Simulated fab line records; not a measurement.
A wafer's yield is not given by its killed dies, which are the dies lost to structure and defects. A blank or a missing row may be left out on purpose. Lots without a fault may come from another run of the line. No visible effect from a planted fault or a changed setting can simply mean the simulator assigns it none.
Matching of chambers | flow sfq line | SFQ_TRILAYER_I4_CMP_CMP_100 on cmp-02: 4 sister chambers
The step polishes SiO2. 14 wafers are shown with their chamber, then 7 later ones without.

== WAFERS, EACH WITH ITS CHAMBER ==
wafer  | chamber | motor current A (A) | time to endpoint s (s) | head pressure psi (psi)
L461.1 | 1       | 11.7                | 200                    | 3.004
L461.5 | 0       | 8.5                 | 215                    | 3.002
L461.6 | 3       | 9.4                 | 217                    | 2.995
L462.1 | 1       | 11.9                | 203                    | 2.991
L462.5 | 3       | 9.3                 | 215                    | 3.006
L462.6 | 2       | 11.2                | 211                    | 3.002
L464.1 | 1       | 11.9                | 213                    | 3.003
L464.2 | 3       | 9.5                 | 219                    | 2.997
L464.5 | 1       | 11.5                | 219                    | 2.991
L467.4 | 3       | 10.2                | 208                    | 2.996
L467.3 | 2       | 11.3                | 204                    | 3.007
L467.6 | 3       | 9.1                 | 216                    | 2.998
L473.1 | 1       | 11.0                | 212                    | 3.005
L473.4 | 0       | 8.8                 | 224                    | 2.995

SIGNATURES (averages over the wafers above)
reading            | chamber 0 | chamber 1 | chamber 2 | chamber 3 | scatter within a chamber
motor current A    | 8.650     | 11.600    | 11.250    | 9.500     | 0.362
time to endpoint s | 219.50    | 209.40    | 207.50    | 215.00    | 6.13
head pressure psi  | 2.99850   | 2.99880   | 3.00450   | 2.99840   | 0.00565
Rule: a wafer's distance from a chamber is the root of the sum, over the readings, of the square of ((its reading less the chamber's mean) divided by the reading's scatter). If the next closest chamber is less than 2 further off than the closest, the wafer can't be placed; otherwise it belongs to the closest. How the scatter is found: for the shown wafers, subtract from each reading the mean of its chamber, square and add these, divide the total by (wafers less chambers), then take the root.

== WAFERS MISSING THEIR CHAMBER ==
wafer  | motor current A (A) | time to endpoint s (s) | head pressure psi (psi)
L473.6 | 11.0                | 215                    | 2.995
L483.4 | 9.1                 | 222                    | 3.000
L483.5 | 11.5                | 218                    | 3.003
L483.6 | 9.7                 | 219                    | 2.997
L484.2 | 11.5                | 214                    | 2.989
L484.5 | 9.4                 | 215                    | 3.001
L484.6 | 10.6                | 225                    | 2.984

== CHAMBER TAKEN BY EACH ==
wafer  | from the rows above               | in truth
L473.6 | can't be placed: 1 or 2           | 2
L483.4 | can't be placed: 0 or 3           | 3
L483.5 | can't be placed: 1 or 2           | 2
L483.6 | 3                                 | 3
L484.2 | can't be placed: 1 or 2           | 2
L484.5 | can't be placed: 3 or 0           | 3
L484.6 | can't be placed: 3 or 1 or 2 or 0 | 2
Placed correctly: 1 of 7. Can't be placed from these rows: 6 (the true chamber is among the candidates in 6). 0 placed wrongly.
